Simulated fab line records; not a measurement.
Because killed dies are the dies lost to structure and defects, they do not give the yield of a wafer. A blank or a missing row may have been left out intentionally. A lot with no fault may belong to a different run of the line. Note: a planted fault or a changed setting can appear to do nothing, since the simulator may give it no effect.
2 desks looking at one fault ; flow gf180mcu ; what lay behind the numbers comes last; until then each desk has only its own

TOOL OWNER'S DESK, litho_track-01
The tool's own readings at GF_HV_LDD_DEVELOP_06 (develop time 60 s): means of the sampled wafers that have a number, for each lot that ran on this tool. A lot is out of limits, marked OUT, if its mean lies more than 4 standard deviations from the usual mean; the brackets give that distance.
Columns: A = developer_temp_C at GF_HV_LDD_DEVELOP_06, usual 22.98 C
lot;first seen here;A
L680;day 10 06:44;22.97
L682;day 11 00:26;22.92
L684;day 11 11:04;22.97
L691;day 13 16:05;25.32 (+24) OUT
L693;day 14 04:26;25.27 (+24) OUT
This desk finds L691, L693 out of limits, L691 being first, at day 13 16:05 (developer_temp_C at GF_HV_LDD_DEVELOP_06). In limits: L680, L682, L684.

THE METROLOGY DESK
What the gauges read for every lot (on any tool): the sampled wafers with a number, averaged. A lot is out of limits, marked OUT, if its mean lies more than 4 standard deviations from the usual mean; the brackets give that distance.
Columns: A = DUAL_GATE_OXIDATION_00_THK at GF_DUAL_GATE_THK_MEAS_03, usual 10.86 nm; B = cd_nm at GF_HV_LDD_CD_MEAS_07, usual 400.1 nm; C = HV_LDD_02_OVL at GF_HV_LDD_OVL_MEAS_32, usual 0.4 nm
lot;first seen here;A;B;C
L680;day 7 23:53;11.02;397.4;0.2
L682;day 8 10:55;10.98;398.9;-0.2
L684;day 9 01:16;10.70;398.2;0.6
L686;day 9 15:00;10.61;399.7;0.8
L687;day 9 18:47;10.59;401.2;0.9
L691;day 10 23:13;11.04;390.7 (-5.2) OUT;-0.3
L692;day 11 04:10;10.87;401.2;0.3
L693;day 11 11:34;10.41;394.9;1.0
L696;day 12 08:58;11.08;402.2;-1.6
L697;day 12 17:23;10.94;401.2;0.4
L699;day 13 05:56;10.86;398.3;-0.5
L701;day 13 20:52;11.31;400.4;-0.7
L702;day 14 02:55;10.91;400.8;0.9
This desk finds L691 out of limits, L691 being first, at day 13 16:14 (cd_nm at GF_HV_LDD_CD_MEAS_07). In limits: L680, L682, L684, L686, L687, L692, L693, L696, L697, L699, L701, L702.

PUT TOGETHER
An alarm could have come from the tool owner's desk at day 13 16:05, on L691, L693.
At day 13 16:14 the metrology desk could have sounded an alarm, on L691.
The metrology desk has L693 on record, within its limits.
Every lot named ran GF_HV_LDD_DEVELOP_06 on litho_track-01.

WHAT HAD BEEN PUT IN BY THE SIMULATOR
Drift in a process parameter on litho_track-01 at GF_HV_LDD_DEVELOP_06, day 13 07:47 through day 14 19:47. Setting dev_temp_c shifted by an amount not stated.
Struck lots among those shown: L691, L693.
Time in hours from fault onset to the first out-of-limits reading at each desk: tool owner's desk 8, metrology desk 8.
